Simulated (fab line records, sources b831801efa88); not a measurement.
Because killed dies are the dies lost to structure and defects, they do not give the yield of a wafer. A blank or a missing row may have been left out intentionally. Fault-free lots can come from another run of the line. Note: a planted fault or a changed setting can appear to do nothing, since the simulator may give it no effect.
Matching of chambers ; flow sky130 ; rieDiel-02 running SKY_CONTACT_ETCH_16: 4 sister chambers
The step etches BARC in N2/H2, stops on SiO2, time 45.9 s, target depth 60 nm. 16 wafers are shown with their chamber, then 8 later ones without.

EACH WAFER AND ITS CHAMBER
wafer;chamber;drypumpMotorCurrentA (A);oesProductAu (a.u.);n2FlowSccm (sccm)
L473.1;2;5.7;0.849;100.46
L473.3;3;6.3;0.849;100.41
L473.5;0;6.2;0.853;100.03
L476.2;0;6.2;0.854;100.00
L476.5;0;6.2;0.853;100.33
L476.6;1;5.6;0.857;100.02
L477.2;2;5.7;0.846;100.28
L477.4;1;5.6;0.856;100.08
L477.6;0;6.2;0.863;99.87
L478.4;2;5.7;0.854;100.04
L478.5;3;6.3;0.849;100.23
L478.6;2;5.7;0.848;99.80
L480.1;2;5.7;0.850;100.08
L480.3;1;5.6;0.862;99.86
L480.5;2;5.6;0.859;99.92
L488.1;3;6.3;0.852;100.73

SIGNATURES, as means of the wafers listed above
reading;chamber 0;chamber 1;chamber 2;chamber 3;scatter within a chamber
drypumpMotorCurrentA;6.200;5.600;5.683;6.300;0.0264
oesProductAu;0.85575;0.85833;0.85100;0.85000;0.00418
n2FlowSccm;100.0575;99.9867;100.0967;100.4567;0.215
Rule: for a wafer and a chamber, the distance is found by dividing, reading by reading, the gap between the wafer's reading and the chamber's mean by the reading's scatter, squaring, summing and taking the root. The wafer belongs to the nearest chamber; if the next one is less than 2 further off, it can't be placed. The scatter: the root of (the sum of the squares of (reading less its chamber's mean) over the shown wafers, divided by (wafers less chambers)).

WAFERS WITHOUT THEIR CHAMBER
wafer;drypumpMotorCurrentA (A);oesProductAu (a.u.);n2FlowSccm (sccm)
L488.4;5.6;0.847;99.68
L488.5;5.6;0.846;99.78
L492.1;5.5;0.856;100.41
L492.4;5.7;0.858;100.31
L492.5;5.6;0.856;100.18
L494.4;6.2;0.848;100.25
L494.5;6.3;0.854;100.22
L494.6;6.2;0.856;99.73

WHICH CHAMBER EACH WENT THROUGH
wafer;from the rows above;in truth
L488.4;can't be placed: 1 or 2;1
L488.5;can't be placed: 1 or 2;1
L492.1;1;1
L492.4;2;2
L492.5;1;1
L494.4;can't be placed: 0 or 3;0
L494.5;3;3
L494.6;0;0
Correct placement for 5 of the 8. From these rows, 3 cannot be placed; in 3 the true chamber is one of the candidates. Number placed wrongly: 0.
